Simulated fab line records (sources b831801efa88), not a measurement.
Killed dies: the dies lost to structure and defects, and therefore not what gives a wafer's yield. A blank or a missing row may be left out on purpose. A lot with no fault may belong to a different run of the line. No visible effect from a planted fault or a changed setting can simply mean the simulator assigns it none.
Which of the tools did it? / flow gf180mcu / 13 lots, 39 wafers sampled, at 2 steps of a route of 602

WHAT THE GAUGES READ, wafer by wafer
GF_STI_THK_MEAS_24.
lot=L645; measured=day 2 10:06; on=film metro-04; STI_CVD_23_THK (nm)=657 636 639
lot=L647; measured=day 2 19:56; on=film metro-04; STI_CVD_23_THK (nm)=644 654 644
lot=L648; measured=day 3 02:36; on=film metro-02; STI_CVD_23_THK (nm)=651 653 646
lot=L649; measured=day 3 06:31; on=film metro-03; STI_CVD_23_THK (nm)=657 653 644
lot=L653; measured=day 4 04:19; on=film metro-03; STI_CVD_23_THK (nm)=658 654 657
lot=L655; measured=day 4 13:50; on=film metro-03; STI_CVD_23_THK (nm)=644 645 645
lot=L657; measured=day 5 03:20; on=film metro-02; STI_CVD_23_THK (nm)=647 643 657
lot=L659; measured=day 5 10:04; on=film metro-04; STI_CVD_23_THK (nm)=662 643 652
lot=L663; measured=day 6 05:44; on=film metro-03; STI_CVD_23_THK (nm)=655 652 660
lot=L664; measured=day 6 12:47; on=film metro-04; STI_CVD_23_THK (nm)=663 658 655
lot=L665; measured=day 6 16:27; on=film metro-02; STI_CVD_23_THK (nm)=655 659 655
lot=L666; measured=day 6 20:34; on=film metro-03; STI_CVD_23_THK (nm)=641 647 653
lot=L667; measured=day 7 02:20; on=film metro-02; STI_CVD_23_THK (nm)=647 655 653

GF_VT_IMPLANT_OVL_MEAS_07.
lot=L645; measured=day 5 21:37; on=overlay-01; VT_IMPLANT_OVL (nm)=1.8 -0.4 0.0
lot=L647; measured=day 6 12:49; on=overlay-02; VT_IMPLANT_OVL (nm)=-0.4 -0.6 -2.8
lot=L648; measured=day 6 18:34; on=overlay-02; VT_IMPLANT_OVL (nm)=0.0 -0.3 0.7
lot=L649; measured=day 6 23:23; on=overlay-02; VT_IMPLANT_OVL (nm)=0.0 -0.9 0.4
lot=L653; measured=day 8 04:19; on=overlay-02; VT_IMPLANT_OVL (nm)=-0.7 1.0 0.5
lot=L655; measured=day 8 13:49; on=overlay-02; VT_IMPLANT_OVL (nm)=1.0 -0.3 -0.4
lot=L657; measured=day 9 05:37; on=overlay-01; VT_IMPLANT_OVL (nm)=3.4 2.0 3.0
lot=L659; measured=day 9 11:25; on=overlay-02; VT_IMPLANT_OVL (nm)=-0.9 -1.4 -1.1
lot=L663; measured=day 10 11:04; on=overlay-02; VT_IMPLANT_OVL (nm)=2.0 -0.7 1.8
lot=L664; measured=day 10 21:22; on=overlay-01; VT_IMPLANT_OVL (nm)=1.4 1.7 1.0
lot=L665; measured=day 11 01:11; on=overlay-01; VT_IMPLANT_OVL (nm)=1.5 1.5 2.2
lot=L666; measured=day 11 05:19; on=overlay-02; VT_IMPLANT_OVL (nm)=-0.5 -0.2 -0.6
lot=L667; measured=day 11 13:56; on=overlay-01; VT_IMPLANT_OVL (nm)=0.4 0.3 0.9

WHAT TOOL EACH LOT RAN ON (gives the tool, then ch and the chambers of the sampled wafers, and finally the start)
Before these readings, the record contains no process step.

AS READ BY THE TOOLS THEMSELVES (means over the sampled wafers that have a number; for cases with no such wafer, the mark the record gives instead)
The record holds no such reading with a usual standard deviation.

THE ANSWER, worked out from the rows above alone
Rule: what is usual is taken from the lots themselves. Put in order of their means at a reading, lots are off if they are a third of the lots or fewer, leave a main group of 4 or more, and stand apart from it by a gap of 3 or more times the standard deviation of the main group's means; of several such gaps the widest counts. A main group is skipped when, at the precision printed for the reading in the tables above, its means are all equal. Also off: a lot with no number at a reading for which 4 or more lots have one. The other lots that the step has rows for count as sound. First the gauges in route order, then the tools' own readings, where a lot's mean is used as printed above. At the first step where some lot is off, the reading lying furthest off is the one used; lots without a number count as furthest.
No lot is off at any reading shown: from this, nothing can be told.

WHAT THE SIMULATOR PUT IN
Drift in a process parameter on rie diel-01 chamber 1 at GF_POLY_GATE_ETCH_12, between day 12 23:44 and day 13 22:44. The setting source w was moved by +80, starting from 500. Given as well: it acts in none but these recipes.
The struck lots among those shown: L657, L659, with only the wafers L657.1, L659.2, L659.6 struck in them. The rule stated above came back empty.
